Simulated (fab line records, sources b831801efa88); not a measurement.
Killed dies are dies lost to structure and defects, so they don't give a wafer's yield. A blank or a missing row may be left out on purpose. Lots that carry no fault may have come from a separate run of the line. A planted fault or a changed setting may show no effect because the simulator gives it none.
fab line records	flow sky130
record: lots: 11	wafers: 33	last-day: 50
route steps=708 shown GATE_OXIDE@201 POLY_GATE@205 LDD_N@246
lots with no fault: from the same line, run without faults
start-h: hours from the record's opening day to when the first of the lot's shown wafers began	wait-h: hours elapsed since this lot's preceding step	" the same as in the row above	L1.1+2: several wafers, shown together as one row	- either no value or no given start	* or withheld: withheld	< > ~ a bound
route shown NAME@n: a module of which the file shows steps, and the number in the route of the first	usual: average and standard deviation across the fault-free wafers	same: alike in all rows	chamber/n: place in a boat	sites: the reading at each site	_std_site: the values' standard deviation	_edge_site: inner sites' mean taken away from outer sites' mean	radius-mm: for every site, how far away it sits from the centre of the wafer	mask NAME#n: copy n	behind: the tool/chamber that last shaped the wafer	hold: cause of the lot's hold/its duration in hours/its outcome	device: whichever transistor did not switch (one of n, p or np)	end of line: the same wafers' tests at the end of the route	where a step has no rows: the recipe by itself	killed: dies lost to structure and defects at the first sort, not the wafer's yield	map: the dies of a wafer, with x for killed, . for not killed, _ for no die there
set.NAME: the setting that was run; set.NAME@STEP: the one run at that earlier step	model.NAME: the simulator's own value behind a step, which no gauge read
route steps across a sampled set of lots; one table per step, one row per wafer
services: when a tool's chamber went out of use (start-h, in hours from the record's first day, below 0 if earlier), for how many hours, and the reason
== steps ==
step: SKY_GATE_OXIDE_TW_MEAS_14
usual: GATE_OXIDE_TW: 222.9/2
lot.wafer	tool	chamber	start-h	wait-h	GATE_OXIDE_TW
L239.1	film-metro-04	-	315.90	0.1	224.9
L239.3	"	-	"	"	224.8
L239.5	"	-	"	"	223.8
L240.2	film-metro-02	-	324.54	0.1	221.4
L240.4	"	-	"	"	221.6
L240.6	"	-	"	"	221.5
L243.4	film-metro-04	-	344.72	0.1	224.7
L243.5	"	-	"	"	224.7
L243.6	"	-	"	"	224.9
L249.2	film-metro-01	-	400.53	0.1	220.4
L249.5	"	-	"	"	220.2
L249.6	"	-	"	"	221.3
L250.2	film-metro-02	-	407.95	0.1	221.8
L250.3	"	-	"	"	221.0
L250.4	"	-	"	"	222.2
L252.1	film-metro-04	-	429.64	0.1	226.5
L252.3	"	-	"	"	225.8
L252.5	"	-	"	"	225.4
L254.1	film-metro-02	-	436.34	0.1	222.3
L254.2	"	-	"	"	222.3
L254.4	"	-	"	"	221.5
L255.1	film-metro-01	-	455.40	0.1	220.9
L255.3	"	-	"	"	221.0
L255.6	"	-	"	"	221.7
L259.2	film-metro-02	-	480.35	0.1	220.8
L259.3	"	-	"	"	221.5
L259.6	"	-	"	"	222.9
L261.2	film-metro-04	-	496.00	0.1	226.5
L261.3	"	-	"	"	226.0
L261.5	"	-	"	"	225.7
L262.1	film-metro-02	-	500.23	0.1	221.8
L262.2	"	-	"	"	220.7
L262.3	"	-	"	"	222.7
step: SKY_POLY_GATE_THK_MEAS_01
recipe: reads: poly-Si_of_POLY_GATE_CVD_00
usual: POLY_GATE_CVD_00_THK: 180.4/1.7
lot.wafer	tool	chamber	start-h	wait-h	POLY_GATE_CVD_00_THK[nm]
L239.1	film-metro-03	-	319.47	0.0	182.7
L239.3	"	-	"	"	181.3
L239.5	"	-	"	"	181.1
L240.2	film-metro-04	-	328.28	0.0	179.0
L240.4	"	-	"	"	179.6
L240.6	"	-	"	"	179.0
L243.4	film-metro-03	-	347.84	0.0	180.7
L243.5	"	-	"	"	180.2
L243.6	"	-	"	"	179.9
L249.2	film-metro-03	-	405.54	0.0	178.0
L249.5	"	-	"	"	179.2
L249.6	"	-	"	"	178.4
L250.2	film-metro-01	-	412.45	0.0	178.2
L250.3	"	-	"	"	178.2
L250.4	"	-	"	"	179.5
L252.1	film-metro-04	-	433.20	0.0	181.6
L252.3	"	-	"	"	183.1
L252.5	"	-	"	"	181.7
L254.1	film-metro-04	-	440.13	0.0	178.2
L254.2	"	-	"	"	177.8
L254.4	"	-	"	"	176.3
L255.1	film-metro-04	-	458.95	0.0	180.4
L255.3	"	-	"	"	178.4
L255.6	"	-	"	"	180.9
L259.2	film-metro-01	-	483.20	0.0	181.5
L259.3	"	-	"	"	180.4
L259.6	"	-	"	"	181.2
L261.2	film-metro-03	-	499.03	0.0	181.7
L261.3	"	-	"	"	180.2
L261.5	"	-	"	"	180.2
L262.1	film-metro-01	-	503.66	0.0	179.0
L262.2	"	-	"	"	179.8
L262.3	"	-	"	"	179.3
step: SKY_POLY_GATE_ETCH_15
recipe: chemistry: N2/H2	target: BARC	ion-energy-ev: 200	source-w: 500	bias-w: 100	pressure-mtorr: 30	n2-flow-sccm: 100	h2-flow-sccm: 200	stop-on: SiO2	time-s: 118.5	target-depth-a: 1100
usual: drypump-motor-current-A: 5.8/0.45	h2-flow-sccm: 200.0/0.61	oes-product-au: 0.716/0.0049	throttle-valve-pct: 13.213/0.0093
same: time-s: 118.5
lot.wafer	tool	chamber	start-h	wait-h	drypump-motor-current-A	h2-flow-sccm	oes-product-au	rf-hours-counter-h	throttle-valve-pct
L239.1	rie-diel-02	2	377.62	0.0	6.1	199.3	0.714	9	13.228
L239.3	"	3	"	"	5.2	200.6	0.715	86	13.222
L239.5	"	2	"	"	6.1	200.4	0.719	-	13.203
L240.2	rie-diel-01	1	386.97	0.0	6.4	199.6	0.706	3	13.222
L240.4	"	0	"	"	5.7	200.4	0.719	38	13.215
L240.6	"	3	"	"	6.4	200.2	0.712	-	13.215
L243.4	rie-diel-01	2	405.62	0.0	5.3	199.2	0.720	2	13.208
L243.5	"	3	"	"	6.3	200.0	0.710	-	13.226
L243.6	"	2	"	"	5.3	199.9	0.723	-	13.214
L249.2	rie-diel-02	0	468.96	0.0	6.2	200.2	0.717	90	13.213
L249.5	"	0	"	"	6.2	199.8	0.715	-	13.220
L249.6	"	1	"	"	5.4	200.7	0.714	-	13.199
L250.2	rie-diel-01	0	474.85	0.0	5.8	200.1	0.719	39	13.233
L250.3	"	3	"	"	6.4	199.9	0.711	25	13.223
L250.4	"	1	"	"	6.4	200.0	0.712	5	13.217
L252.1	rie-diel-02	2	497.45	0.0	6.1	199.1	0.710	12	13.212
L252.3	"	1	"	"	5.5	200.1	0.712	15	13.230
L252.5	"	2	"	"	6.1	199.9	0.716	-	13.208
L254.1	rie-diel-03	2	503.62	0.0	6.4	201.1	0.716	9	13.212
L254.2	"	3	"	"	5.4	199.7	0.722	12	13.213
L254.4	"	3	"	"	5.4	199.9	0.726	-	13.202
L255.1	rie-diel-02	0	522.42	0.0	6.2	200.4	0.722	0	13.212
L255.3	"	1	"	"	5.4	200.7	0.708	15	13.231
L255.6	"	2	"	"	6.1	199.5	0.716	-	13.197
L259.2	rie-diel-02	0	545.12	0.0	6.2	200.1	0.712	1	13.214
L259.3	"	2	"	"	6.1	200.2	0.715	13	13.223
L259.6	"	0	"	"	6.2	199.6	0.715	-	13.199
L261.2	rie-diel-02	1	561.55	0.0	5.4	200.4	0.710	17	13.212
L261.3	"	0	"	"	6.2	200.0	0.709	1	13.187
L261.5	"	1	"	"	5.4	200.6	0.719	-	13.219
L262.1	rie-diel-03	2	568.03	0.0	6.4	199.1	0.717	10	13.209
L262.2	"	3	"	"	5.4	200.7	0.719	13	13.222
L262.3	"	1	"	"	5.2	200.5	0.718	3	13.220
step: SKY_LDD_N_IMPLANT_09
recipe: species: As	energy-kev: 20	dose-cm2: 7.5e+13	tilt-deg: withheld	rotation-deg: 113
usual: dose-ions-cm2: 7.5e+13/9.4e+10	faraday-current-uA: 424/8.3
lot.wafer	tool	chamber	start-h	wait-h	dose-ions-cm2	faraday-current-uA
L239.1	implanter-04	0	408.03	0.1	7.503e+13	429
L239.3	"	0	"	"	7.499e+13	430
L239.5	"	0	"	"	7.493e+13	414
L240.2	implanter-04	0	418.96	0.1	7.495e+13	416
L240.4	"	0	"	"	7.509e+13	422
L240.6	"	0	"	"	7.516e+13	413
L243.4	implanter-04	0	440.24	0.1	7.502e+13	418
L243.5	"	0	"	"	7.5e+13	438
L243.6	"	0	"	"	7.509e+13	411
L249.2	implanter-02	0	501.42	0.1	1.237e+13	70
L249.5	"	0	"	"	1.243e+13	69
L249.6	"	0	"	"	1.236e+13	70
L250.2	implanter-04	0	507.91	0.1	7.483e+13	420
L250.3	"	0	"	"	7.474e+13	429
L250.4	"	0	"	"	7.476e+13	438
L252.1	implanter-02	0	530.03	0.1	1.239e+13	73
L252.3	"	0	"	"	1.234e+13	69
L252.5	"	0	"	"	1.227e+13	68
L254.1	implanter-04	0	536.20	0.1	7.512e+13	428
L254.2	"	0	"	"	7.508e+13	418
L254.4	"	0	"	"	7.507e+13	441
L255.1	implanter-01	0	554.59	0.1	7.507e+13	427
L255.3	"	0	"	"	7.515e+13	412
L255.6	"	0	"	"	7.522e+13	426
L259.2	implanter-01	0	576.37	0.1	7.507e+13	411
L259.3	"	0	"	"	7.502e+13	418
L259.6	"	0	"	"	7.498e+13	427
L261.2	implanter-02	0	592.42	0.1	7.496e+13	401
L261.3	"	0	"	"	7.504e+13	437
L261.5	"	0	"	"	7.493e+13	430
L262.1	implanter-02	0	599.43	0.1	7.5e+13	426
L262.2	"	0	"	"	7.495e+13	441
L262.3	"	0	"	"	7.5e+13	435
step: SKY_LDD_N_STRIP_16
recipe: chemistry: O2/N2	power-w: 1400	pressure-mtorr: 1500	platen-temp-c: withheld	o2-flow-sccm: 3000	n2-flow-sccm: 300	overash-fraction: 0.5
usual: drypump-motor-current-A: 6.00/0.3	oes-product-au: 0.407/0.0047	strip-time-to-endpoint-s: 4.317/0.014
lot.wafer	tool	chamber	start-h	wait-h	drypump-motor-current-A	oes-product-au	rf-hours-counter-h	strip-time-to-endpoint-s
L239.1	plasma-asher-03	1	409.08	0.1	5.71	0.400	28	4.337
L239.3	"	1	"	"	5.74	0.404	-	4.327
L239.5	"	1	"	"	5.73	0.407	-	4.303
L240.2	plasma-asher-02	0	419.98	0.1	5.81	0.397	71	4.309
L240.4	"	0	"	"	5.83	0.417	-	4.320
L240.6	"	1	"	"	6.08	0.408	-	4.307
L243.4	plasma-asher-01	0	441.25	0.1	6.12	0.408	-	4.300
L243.5	"	0	"	"	6.11	0.409	-	4.321
L243.6	"	1	"	"	6.69	0.417	-	4.297
L249.2	plasma-asher-03	1	502.45	0.1	5.73	0.412	38	4.174
L249.5	"	1	"	"	5.72	0.413	-	4.164
L249.6	"	0	"	"	5.78	0.400	-	4.167
L250.2	plasma-asher-03	0	508.94	0.1	5.81	0.417	39	4.313
L250.3	"	0	"	"	5.81	0.416	-	4.308
L250.4	"	1	"	"	5.72	0.409	-	4.346
L252.1	plasma-asher-03	0	531.08	0.1	5.81	0.411	43	4.156
L252.3	"	1	"	"	5.72	0.413	-	4.146
L252.5	"	1	"	"	5.75	0.406	-	4.174
L254.1	plasma-asher-01	1	537.25	0.1	6.67	0.409	90	4.323
L254.2	"	0	"	"	6.15	0.412	90	4.327
L254.4	"	0	"	"	6.12	0.402	-	4.336
L255.1	plasma-asher-03	0	555.64	0.1	5.86	0.408	46	4.318
L255.3	"	0	"	"	5.81	0.407	-	4.317
L255.6	"	0	"	"	5.83	0.407	-	4.323
L259.2	plasma-asher-02	0	577.40	0.1	5.81	0.406	13	4.296
L259.3	"	0	"	"	5.79	0.409	-	4.316
L259.6	"	1	"	"	6.08	0.407	-	4.311
L261.2	plasma-asher-03	0	593.45	0.1	5.81	0.412	51	4.303
L261.3	"	0	"	"	5.78	0.413	-	4.314
L261.5	"	1	"	"	5.72	0.407	-	4.319
L262.1	plasma-asher-01	0	600.48	0.1	6.09	0.404	97	4.371
L262.2	"	1	"	"	6.67	0.412	97	4.335
L262.3	"	1	"	"	6.69	0.413	-	4.330
step: SKY_LDD_N_TW_MEAS_17
usual: LDD_N_TW: 2579/25
lot.wafer	tool	chamber	start-h	wait-h	hold	LDD_N_TW
L239.1	film-metro-03	-	409.18	0.1	-	2599
L239.3	"	-	"	"	-	2586
L239.5	"	-	"	"	-	2586
L240.2	film-metro-03	-	420.09	0.1	-	2580
L240.4	"	-	"	"	-	2592
L240.6	"	-	"	"	-	2577
L243.4	film-metro-02	-	441.35	0.1	-	2564
L243.5	"	-	"	"	-	2563
L243.6	"	-	"	"	-	2564
L249.2	film-metro-02	-	502.56	0.1	await-dispo/0.2h/release	2437
L249.5	"	-	"	"	await-dispo/0.2h/release	2440
L249.6	"	-	"	"	await-dispo/0.2h/release	2450
L249.2	film-metro-02	-	502.78	0.2	-	2444
L249.5	"	-	"	"	-	2445
L249.6	"	-	"	"	-	2441
L250.2	film-metro-02	-	509.05	0.1	-	2562
L250.3	"	-	"	"	-	2566
L250.4	"	-	"	"	-	2568
L252.1	film-metro-04	-	531.18	0.1	-	2507
L252.3	"	-	"	"	-	2498
L252.5	"	-	"	"	-	2481
L254.1	film-metro-03	-	537.35	0.1	-	2613
L254.2	"	-	"	"	-	2594
L254.4	"	-	"	"	-	2593
L255.1	film-metro-03	-	555.74	0.1	-	2572
L255.3	"	-	"	"	-	2571
L255.6	"	-	"	"	-	2559
L259.2	film-metro-02	-	577.51	0.1	-	2572
L259.3	"	-	"	"	-	2549
L259.6	"	-	"	"	-	2551
L261.2	film-metro-02	-	593.56	0.1	-	2546
L261.3	"	-	"	"	-	2541
L261.5	"	-	"	"	-	2544
L262.1	film-metro-02	-	600.58	0.1	-	2566
L262.2	"	-	"	"	-	2560
L262.3	"	-	"	"	-	2580
== services ==
tool	chamber	start-h	hours	kind
implanter-04	-	355.31	3.1	repair
rie-diel-01	0	355.85	6.4	repair
implanter-01	-	360.49	6.8	repair
rie-diel-02	3	371.85	3.8	repair
rie-diel-01	2	377.99	6.8	repair
plasma-asher-03	-	380.63	1.6	repair
rie-diel-02	-	384.11	0.2	repair
rie-diel-03	2	403.29	3.9	repair
implanter-02	-	404.21	3.0	repair
rie-diel-02	0	411.29	3.5	repair
rie-diel-01	-	434.06	4.3	pm
plasma-asher-01	-	434.14	1.2	repair
implanter-02	-	438.13	4.4	repair
rie-diel-02	-	440.29	11.0	repair
implanter-04	-	442.40	0.6	repair
implanter-04	-	461.23	1.5	repair
rie-diel-02	-	471.98	4.3	pm
implanter-02	-	475.75	0.8	repair
rie-diel-01	-	477.05	2.8	pm
rie-diel-01	2	505.76	1.7	repair
implanter-04	-	512.16	2.8	repair
rie-diel-02	3	544.06	13.6	repair
implanter-04	-	588.37	1.0	repair
implanter-04	-	592.46	3.9	repair
== key ==
first-sign: step: SKY_LDD_N_IMPLANT_09	reading: dose-ions-cm2	direction: down	sigmas: 99+	usual: *	struck: *
effect: step: SKY_LDD_N_IMPLANT_09	reading: faraday-current-uA	direction: down	sigmas: 43	usual: 424	struck: 70
effect: step: SKY_LDD_N_STRIP_16	reading: strip-time-to-endpoint-s	direction: down	sigmas: 11	usual: *	struck: *
effect: step: SKY_LDD_N_TW_MEAS_17	reading: visit	direction: added
met-at SKY_LDD_N_IMPLANT_09
struck-lots L249,L252
tester-left-out L249,L252
not-acting-at SKY_GATE_OXIDE_TW_MEAS_14,SKY_POLY_GATE_THK_MEAS_01,SKY_POLY_GATE_ETCH_15
fault: kind: process-parameter-drift	tool: implanter-02	chamber: -	onset-h: 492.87	steps: SKY_LDD_N_IMPLANT_09	channel: dose-cm2	offset: *	shape: step	end-h: 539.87	acts-in: *	stated: *
tester-left-out: of these lots the tester's yield and bins aren't shown, on N5 and GAA mostly nor the transistor test; their killed dies are dies lost to structure and defects alone, not to doping, threshold or leakage, so they don't give the yield
